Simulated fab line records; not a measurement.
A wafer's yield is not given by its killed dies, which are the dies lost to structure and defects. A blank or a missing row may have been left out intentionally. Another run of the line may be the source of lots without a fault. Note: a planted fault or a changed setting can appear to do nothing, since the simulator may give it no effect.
Chamber matching ; flow gf180mcu ; cmp-02 running GF_V1_CMP_26: 4 sister chambers
The step polishes, stops on SiO2, t overpolish 15 s, target thk 0 nm. 4 wafers are shown with their chamber, then 7 later ones without.

## EACH WAFER AND ITS CHAMBER
wafer;chamber;motorCurrentA (A)
L844.1;1;8.8
L848.2;0;10.0
L848.4;3;10.7
L848.5;2;12.7

## WAFERS WITHOUT THEIR CHAMBER
wafer;motorCurrentA (A)
L849.1;13.0
L849.2;8.0
L849.4;11.2
L851.1;10.8
L851.3;8.3
L851.6;10.4
L859.3;8.5

## THE CHAMBER EACH PASSED THROUGH
wafer;from the rows above;in truth
L849.1;2;2
L849.2;1;1
L849.4;can't be placed: 3 or 0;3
L851.1;can't be placed: 3 or 0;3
L851.3;1;1
L851.6;can't be placed: 3 or 0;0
L859.3;1;1
Correct placement for 4 of the 7. From these rows, 3 cannot be placed; in 3 the true chamber is one of the candidates. 0 placed wrongly.
How it was worked out, from the rows above alone: a wafer's distance from a chamber is the root of the sum, over the readings, of the square of ((its reading less the chamber's mean) divided by the reading's scatter). If the next closest chamber is less than 2 further off than the closest, the wafer can't be placed; otherwise it belongs to the closest. The mean given for a chamber averages the wafers shown for that chamber. The scatter: with one shown wafer a chamber, the root of the mean of the squares of how far each hidden wafer lies from its nearest shown one.
